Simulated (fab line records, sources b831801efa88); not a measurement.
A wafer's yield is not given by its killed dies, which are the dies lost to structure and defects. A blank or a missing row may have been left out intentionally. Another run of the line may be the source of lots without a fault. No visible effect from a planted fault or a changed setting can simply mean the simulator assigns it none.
Chamber matching -- flow sky130 -- cmp-01 running SKY_CONTACT_CMP_27: 4 sister chambers
The step polishes, stops on SiO2, t overpolish 15 s, target thk 0 nm. 4 wafers are shown with their chamber, then 7 later ones without.

## WAFERS PAIRED WITH THEIR CHAMBERS
wafer,chamber,motor-current-A (A)
L597.2,3,11.6
L603.5,1,10.3
L604.1,2,13.9
L604.3,0,10.5

## WAFERS WITH NO CHAMBER GIVEN
wafer,motor-current-A (A)
L604.5,10.8
L605.2,10.2
L605.3,11.2
L605.6,9.8
L606.2,10.4
L606.3,9.6
L606.5,10.5

## THE CHAMBER EACH PASSED THROUGH
wafer,from the rows above,in truth
L604.5,can't be placed: 0 or 1 or 3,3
L605.2,can't be placed: 1 or 0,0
L605.3,can't be placed: 3 or 0 or 1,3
L605.6,can't be placed: 1 or 0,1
L606.2,can't be placed: 0 or 1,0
L606.3,can't be placed: 1 or 0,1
L606.5,can't be placed: 0 or 1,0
Correct placement for 0 of the 7. Can't be placed from these rows: 7 (the true chamber is among the candidates in 7). Wrongly placed: 0.
How it was worked out, from the rows above alone: a wafer's distance from a chamber is the root of the sum, over the readings, of the square of ((its reading less the chamber's mean) divided by the reading's scatter). The wafer belongs to the nearest chamber; if the next one is less than 2 further off, it can't be placed. For every chamber, the mean is computed from those of its wafers that are shown. The scatter (one wafer shown for each chamber): square how far every hidden wafer sits from the nearest shown wafer, average those squares and take the square root.
